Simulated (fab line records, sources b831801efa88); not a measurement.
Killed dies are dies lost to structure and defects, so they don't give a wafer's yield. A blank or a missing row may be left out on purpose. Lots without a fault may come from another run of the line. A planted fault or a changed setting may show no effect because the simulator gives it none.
A struck lot beside a sound one | flow gf180mcu | 15 steps out of a route of 602
Sound: wafers L821.1, L821.3, L821.4. Struck: wafer L834.5. (L834.1, L834.3 of the same lot were not struck and are left out.) The cause comes at the end.
At each step with rows: each side's tool, then ch and its chambers, then its first start. Under that, the readings that differ: sound wafers | struck wafers | difference of the means | sigmas: that difference in standard deviations of wafers without a fault.
alike: readings whose means differ by less than 2 such deviations, and words and numbers that are the same on both sides. not compared: withheld readings, readings that some wafer has no value for, bounds like >300 that may hide the same value, and numbers for which the record gives no deviation and whose values overlap.
The two part at a step that has a row with sigmas, a row that says differs or no value, or rows on one side only. Numbers that don't overlap but have no deviation are shown without sigmas and don't part them. A reading that every wafer of one side lacks parts them only if that side has two wafers or more.

GF_V5_CD_MEAS_14: target cd 260 nm.
  sound on cd_sem-01, day 27 08:45; struck on cd_sem-02, day 31 01:47
  alike: cd_nm
GF_V5_OVL_MEAS_15:
  sound on overlay-01, day 27 08:52; struck on overlay-02, day 31 01:55
  alike: V5_OVL
GF_V5_ETCH_16: etches BARC in N2/H2.
  sound on rie_diel-03 ch 0,1, day 27 08:54; struck on rie_diel-03 ch 3, day 31 01:57
  reading            | sound             | struck | difference | sigmas
  rf_fwd_power_W (W) | 491.5 492.1 491.4 | 496.6  | +4.9       | +2
  alike: drypump_motor_current_A, oes_product_au, throttle_valve_pct
GF_V5_ETCH_17: etches SiO2 in C4F8/O2/Ar, stops on TiN, target depth 855 nm.
  sound on rie_diel-03 ch 0,1; struck on rie_diel-03 ch 3
  alike: oes_product_au, rf_fwd_power_W
GF_V5_STRIP_18: strips in O2/N2.
  sound on plasma_asher-01 ch 0,1, day 27 09:03; struck on plasma_asher-01 ch 1, day 31 02:06
  alike: drypump_motor_current_A, heater_power_w, oes_product_au
  not compared: rf_hours_counter_h
then, 3 steps without rows for these wafers: GF_V5_STRIP_19 (strips in post etch residue remover, time 1200 s); GF_V5_CLEAN_20 (cleans in DIW); GF_V5_SPUTTER_21 (material Ti, target thk 15 nm, time 80.02 s).
GF_V5_SPUTTER_22: material TiN, target thk 10 nm, time 40 s.
  sound on pvd_sputter-04, day 27 09:59; struck on pvd_sputter-02, day 31 02:42
  alike: throttle_valve_pct
GF_V5_CVD_23: deposits W, target thk 350 nm, time 104.9 s.
  sound on cvd_w-02 ch 0,1, day 27 10:02; struck on cvd_w-01 ch 1, day 31 02:44
  alike: heater_power_w
GF_V5_RS_MEAS_24: measures by four-point-probe.
  sound on film_metro-01, day 27 10:08; struck on film_metro-03, day 31 02:51
  alike: V5_W_RS
GF_V5_THK_MEAS_25: measures by xrf.
  sound on film_metro-01, day 27 10:16; struck on film_metro-03, day 31 02:58
  alike: V5_W_THK
GF_V5_CMP_26: polishes, stops on SiO2, t overpolish 15 s, target thk 0 nm.
  sound on cmp-01 ch 0,2,3, day 27 10:19; struck on cmp-01 ch 1, day 31 03:05
  reading              | sound                | struck | difference | sigmas
  overpolish_run_s (s) | 15.018 14.985 15.003 | 15.992 | +0.990     | +99 or more
  t_overpolish_s (s)   | 15 15 15             | 15.986 | +0.986     |
  alike: motor_current_A, time_to_endpoint_s
then, 1 step without rows for these wafers: GF_TOP_METAL_SPUTTER_00 (material Ti, target thk 37.5 nm, time 150 s).
GF_PASSIVATION_PROBE_99:
  the record has rows for the sound wafers here (prober-01, day 29 06:03) and none for the struck ones

WHERE THEY PART
First at GF_V5_ETCH_16; last, within this record, at GF_PASSIVATION_PROBE_99.

WHY: what the simulator had put in
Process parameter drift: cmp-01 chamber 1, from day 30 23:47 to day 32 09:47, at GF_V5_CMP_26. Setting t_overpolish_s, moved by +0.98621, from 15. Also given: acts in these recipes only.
